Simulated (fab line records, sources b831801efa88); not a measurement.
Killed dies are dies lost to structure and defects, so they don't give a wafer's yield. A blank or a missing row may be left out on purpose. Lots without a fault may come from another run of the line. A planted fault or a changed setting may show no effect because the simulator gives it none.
Which tool did it? | flow gf180mcu | 14 lots, 42 wafers sampled, at 5 steps of a route of 602

WHAT THE GAUGES READ, wafer by wafer
GF_V4_BOW_MEAS_05.
lot  | measured     | on            | V4_BOW (um)
L266 | day 24 22:40 | film_metro-04 | 132 128 135
L268 | day 24 23:40 | film_metro-04 | 152 152 127
L269 | day 25 14:49 | film_metro-04 | 128 117 134
L275 | day 27 15:03 | film_metro-04 | 121 131 136
L276 | day 28 05:16 | film_metro-04 | 133 142 118
L277 | day 28 08:02 | film_metro-04 | 137 133 122
L278 | day 28 11:44 | film_metro-02 | 128 129 132
L279 | day 28 17:56 | film_metro-03 | 144 132 148
L281 | day 29 05:40 | film_metro-03 | 129 139 135
L282 | day 29 10:57 | film_metro-03 | 127 143 144
L283 | day 29 19:04 | film_metro-03 | 135 131 137
L284 | day 30 03:55 | film_metro-03 | 130 137 143
L285 | day 30 10:16 | film_metro-03 | 121 126 124
L286 | day 30 17:55 | film_metro-03 | 119 132 132

GF_V5_THK_MEAS_03.
lot  | measured     | on            | V5_CVD_02_THK (nm)
L269 | day 28 06:55 | film_metro-01 | 1451 1455 1493
L275 | day 30 03:41 | film_metro-01 | 1445 1483 1487
L276 | day 30 17:19 | film_metro-04 | 1441 1451 1490
L277 | day 30 19:43 | film_metro-01 | 1423 1451 1451
L278 | day 30 23:21 | film_metro-03 | 1426 1447 1456
L279 | day 31 03:58 | film_metro-03 | 1417 1447 1466
L281 | day 31 15:50 | film_metro-04 | 1435 1471 1445
L282 | day 31 22:06 | film_metro-03 | 1431 1493 1437
L283 | day 32 03:26 | film_metro-04 | 1440 1482 1522
L284 | day 32 12:11 | film_metro-01 | 1438 1411 1459
L285 | day 32 18:01 | film_metro-03 | 1454 1427 1453
L286 | day 33 01:16 | film_metro-04 | 1458 1454 1491

WHICH TOOL RAN EACH LOT (tool, then ch and the chambers of the sampled wafers, then the start)
lot  | GF_V4_SPUTTER_22             | GF_M5_METAL_ETCH_10               | GF_M5_STRIP_11
L266 | pvd_sputter-03, day 25 20:38 | rie_metal-02 ch 0,1, day 27 15:37 | plasma_asher-04 ch 0,1, day 27 15:43
L268 | pvd_sputter-03, day 25 21:45 | rie_metal-03 ch 1, day 27 15:54   | plasma_asher-04 ch 0,1, day 27 16:05
L269 | pvd_sputter-04, day 26 12:09 | rie_metal-03 ch 0,1, day 28 06:03 | plasma_asher-04 ch 0,1, day 28 06:10
L275 | pvd_sputter-01, day 28 11:44 | rie_metal-01 ch 0,1, day 30 02:47 | plasma_asher-04 ch 0,1, day 30 02:55
L276 | pvd_sputter-03, day 29 01:14 | rie_metal-03 ch 0,1, day 30 16:22 | plasma_asher-03 ch 0,1, day 30 16:29
L277 | pvd_sputter-01, day 29 04:24 | rie_metal-01 ch 0,1, day 30 18:48 | plasma_asher-04 ch 0,1, day 30 18:57
L278 | pvd_sputter-03, day 29 07:56 | rie_metal-03 ch 0,1, day 30 22:04 | plasma_asher-03 ch 0,1, day 30 22:10
L279 | pvd_sputter-01, day 29 13:47 | rie_metal-01 ch 0,1, day 31 03:07 | plasma_asher-03 ch 0,1, day 31 03:13
L281 | pvd_sputter-04, day 30 01:32 | rie_metal-02 ch 0,1, day 31 14:54 | plasma_asher-03 ch 0, day 31 15:01
L282 | pvd_sputter-04, day 30 07:11 | rie_metal-02 ch 0, day 31 21:05   | plasma_asher-02 ch 0,1, day 31 21:17
L283 | pvd_sputter-04, day 30 14:24 | rie_metal-01 ch 1, day 32 02:28   | plasma_asher-03 ch 0,1, day 32 02:42
L284 | pvd_sputter-04, day 30 22:53 | rie_metal-03 ch 0,1, day 32 11:19 | plasma_asher-04 ch 0,1, day 32 11:26
L285 | pvd_sputter-04, day 31 05:05 | rie_metal-02 ch 0, day 32 17:00   | plasma_asher-02 ch 1, day 32 17:14
L286 | pvd_sputter-03, day 31 13:17 | rie_metal-02 ch 0, day 33 00:19   | plasma_asher-02 ch 0,1, day 33 00:30
- GF_V4_SPUTTER_22: material TiN, target thk 10 nm, time 40 s.
- GF_M5_METAL_ETCH_10: etches the open film in Cl2/BCl3, stops on SiO2, target depth 627.5 nm, time 104.6 s.
- GF_M5_STRIP_11: strips in O2/N2.

WHAT THE TOOLS THEMSELVES READ (means of the sampled wafers that have a number; where no wafer has one, the mark that the record gives instead)
GF_V4_SPUTTER_22.
lot  | tool           | cathode_dc_power_W (W) | throttle_valve_pct (%)
L266 | pvd_sputter-03 | 4000.0                 | 29.7
L268 | pvd_sputter-03 | 4000.4                 | 30.8
L269 | pvd_sputter-04 | 4000.1                 | 29.6
L275 | pvd_sputter-01 | 4000.2                 | 31.1
L276 | pvd_sputter-03 | 4000.4                 | 30.8
L277 | pvd_sputter-01 | 3999.9                 | 30.9
L278 | pvd_sputter-03 | 4000.0                 | 30.4
L279 | pvd_sputter-01 | 3999.6                 | 30.3
L281 | pvd_sputter-04 | 3999.8                 | 30.7
L282 | pvd_sputter-04 | 3999.9                 | 30.7
L283 | pvd_sputter-04 | 4000.0                 | 30.8
L284 | pvd_sputter-04 | 4000.2                 | 29.6
L285 | pvd_sputter-04 | 4000.2                 | 29.1
L286 | pvd_sputter-03 | 4000.1                 | 29.9

GF_M5_METAL_ETCH_10.
lot  | tool         | bcl3_flow_sccm (sccm) | bias_w (W) | chamber_pressure_mTorr (mTorr) | drypump_motor_current_A (A) | oes_product_au (a.u.) | throttle_valve_pct (%)
L266 | rie_metal-02 | -                     | -          | -                              | -                           | -                     | -
L268 | rie_metal-03 | -                     | -          | -                              | -                           | -                     | -
L269 | rie_metal-03 | 40.05                 | 140.3      | 8.008                          | 5.7                         | 0.971                 | 28.257
L275 | rie_metal-01 | 39.98                 | 139.9      | 8.000                          | 5.4                         | 0.967                 | 28.251
L276 | rie_metal-03 | 40.01                 | 140.3      | 8.002                          | 5.7                         | 0.969                 | 28.243
L277 | rie_metal-01 | 40.02                 | 139.7      | 8.001                          | 5.4                         | 0.972                 | 28.256
L278 | rie_metal-03 | 39.88                 | 139.7      | 7.999                          | 5.7                         | 0.977                 | 28.247
L279 | rie_metal-01 | 40.12                 | 140.0      | 7.999                          | 5.4                         | 0.966                 | 28.254
L281 | rie_metal-02 | 39.94                 | 139.9      | 8.001                          | 6.0                         | 0.962                 | 28.252
L282 | rie_metal-02 | 40.01                 | 140.4      | 7.992                          | 5.7                         | 0.974                 | 28.258
L283 | rie_metal-01 | 40.07                 | 140.0      | 8.009                          | 5.0                         | 0.973                 | 28.248
L284 | rie_metal-03 | 39.97                 | 139.9      | 8.005                          | 5.7                         | 0.959                 | 28.257
L285 | rie_metal-02 | 40.16                 | 139.7      | 8.001                          | 5.7                         | 0.980                 | 28.236
L286 | rie_metal-02 | 40.17                 | 139.9      | 8.003                          | 5.7                         | 0.972                 | 28.251

GF_M5_STRIP_11.
lot  | tool            | chamber_pressure_mTorr (mTorr) | drypump_motor_current_A (A) | heater_power_w (W) | oes_product_au (a.u.) | strip_time_to_endpoint_s (s)
L266 | plasma_asher-04 | 1499.5                         | 5.3                         | 318                | 0.644                 | 9.96
L268 | plasma_asher-04 | 1500.1                         | 5.3                         | 313                | 0.642                 | 9.97
L269 | plasma_asher-04 | 1499.5                         | 5.0                         | 317                | 0.545                 | 7.54
L275 | plasma_asher-04 | 1498.9                         | 5.3                         | 314                | 0.543                 | 7.56
L276 | plasma_asher-03 | 1499.9                         | 5.9                         | 326                | 0.540                 | 7.49
L277 | plasma_asher-04 | 1500.4                         | 5.0                         | 312                | 0.538                 | 7.53
L278 | plasma_asher-03 | 1499.8                         | 5.7                         | 333                | 0.542                 | 7.54
L279 | plasma_asher-03 | 1499.6                         | 5.7                         | 338                | 0.543                 | 7.54
L281 | plasma_asher-03 | 1500.8                         | 6.0                         | 318                | 0.541                 | 7.49
L282 | plasma_asher-02 | 1500.9                         | 5.8                         | 318                | 0.546                 | 7.51
L283 | plasma_asher-03 | 1498.9                         | 5.9                         | 333                | 0.547                 | 7.62
L284 | plasma_asher-04 | 1499.9                         | 5.3                         | 311                | 0.544                 | 7.53
L285 | plasma_asher-02 | 1501.2                         | 6.0                         | 312                | 0.546                 | 7.52
L286 | plasma_asher-02 | 1499.0                         | 5.6                         | 319                | 0.543                 | 7.54

THE ANSWER, worked out from the rows above alone
Rule: what is usual is taken from the lots themselves. Put in order of their means at a reading, lots are off if they are a third of the lots or fewer, leave a main group of 4 or more, and stand apart from it by a gap of 3 or more times the standard deviation of the main group's means; of several such gaps the widest counts. A main group whose means are all the same, to the digits that the tables above print for the reading, isn't used. A lot without any number at a reading at which 4 lots or more have one is off too. The other lots that the step has rows for count as sound. The gauges are gone through in route order, then the tools' own readings, and for those a lot's mean is taken as printed above. The first step at which some lot is off is used, and at that step the reading that is off furthest; a lot without a number counts as furthest.
Off: L266, L268, at GF_M5_METAL_ETCH_10 (bcl3_flow_sccm). Without a number there: L266, L268. The main group: mean 40.03 sccm, standard deviation 0.084.
A tool fits if, at that step or a process step before it, it ran every lot that is off, and no sound lot after the first of them. None of those tried fits.

WHAT THE SIMULATOR HAD PUT IN
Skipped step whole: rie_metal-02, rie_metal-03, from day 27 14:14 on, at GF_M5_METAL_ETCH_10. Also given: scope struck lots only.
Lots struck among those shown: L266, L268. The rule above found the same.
